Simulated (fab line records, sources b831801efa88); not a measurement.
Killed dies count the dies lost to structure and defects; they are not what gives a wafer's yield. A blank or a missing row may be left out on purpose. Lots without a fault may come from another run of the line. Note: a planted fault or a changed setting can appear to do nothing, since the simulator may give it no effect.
A lot that was struck, set against a sound lot + flow sky130 + 15 out of 708 route steps
Sound: these wafers, L921.2, L921.3, L921.5. Wafers L932.1, L932.2, L932.4 were the ones struck. The cause comes at the end.
Order at every step that has rows: each side's tool, ch and its chambers, its first start. Under that, the readings that differ: sound wafers + struck wafers + difference of the means + sigmas: that difference in standard deviations of wafers without a fault.
alike: words and numbers the same on both sides, and readings whose means are apart by under 2 such deviations; not compared: readings that were withheld, readings missing a value for some wafer, numbers with overlapping values and no deviation given by the record, and bounds like >300 which may hide the same value.
Wherever a step has rows on one side only, a row that says differs or no value, or a row with sigmas, the two part there. Numbers that have no deviation but don't overlap get no sigmas and don't part them. A reading missing from all wafers of one side parts the sides only when that side holds two or more wafers.

first, 2 steps without rows for these wafers: SKY_CAP2M_PEB_10; SKY_CAP2M_DEVELOP_11 (develop time 60.77 s).
SKY_CAP2M_OVL_MEAS_12:
  sound: overlay-01 at day 42 08:47; struck: overlay-01 at day 44 16:43
  alike: CAP2M_OVL
SKY_CAP2M_METAL_ETCH_13: etches TiN in Cl2/BCl3, stops on SiO2, target depth 220 nm, time 62.9 s.
  sound on rie metal-04 ch 0, day 42 08:51; struck on rie metal-02 ch 0,1, day 44 16:45
  alike: bcl3 flow sccm, drypump motor current A, oes product au, throttle valve pct
  not compared: rf hours counter h
SKY_CAP2M_STRIP_14: strips in O2/N2.
  sound on plasma asher-04 ch 1, day 42 08:58; struck on plasma asher-02 ch 0,1, day 44 16:50
  alike: drypump motor current A, n2 flow sccm, oes product au, strip time to endpoint s
  not compared: rf hours counter h
then, 7 steps without rows for these wafers: SKY_CAP2M_STRIP_15 (strips in post etch residue remover, time 1200 s); SKY_CAP2M_CLEAN_16 (cleans in IPA, time 180 s); SKY_CAP2M_CLEAN_17 (cleans in O3/DIW); SKY_METAL4_DEHYDRATE_05 (time 60 s); SKY_METAL4_HMDS_06 (prime time 60 s); SKY_METAL4_COAT_07 (resist thk 60 nm); SKY_METAL4_COAT_08 (resist thk 1140 nm).
SKY_METAL4_SOFTBAKE_09: time 90 s.
  sound on litho track-01 ch 0, day 42 20:00; struck on litho track-03 ch 0, day 45 03:00
| reading                  | sound              | struck               | difference | sigmas |
|--------------------------|--------------------|----------------------|------------|--------|
| heater power total W (W) | 57.39 57.28 57.46  | 57.79 58.15 57.93    | +0.58      | +5     |
| plate temp C (C)         | 100.02 99.99 99.87 | 100.83 100.90 100.80 | +0.88      | +7     |
then, 2 steps without rows for these wafers: SKY_METAL4_EXPOSE_10 (exposes mask MM4, target cd 300 nm); SKY_PAD_OPEN_PROBE_99.

## WHERE THEY PART
Only at SKY_METAL4_SOFTBAKE_09, within this record.

WHY: what had been put in by the simulator
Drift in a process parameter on litho track-03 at SKY_METAL4_SOFTBAKE_09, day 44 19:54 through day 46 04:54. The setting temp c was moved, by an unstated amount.
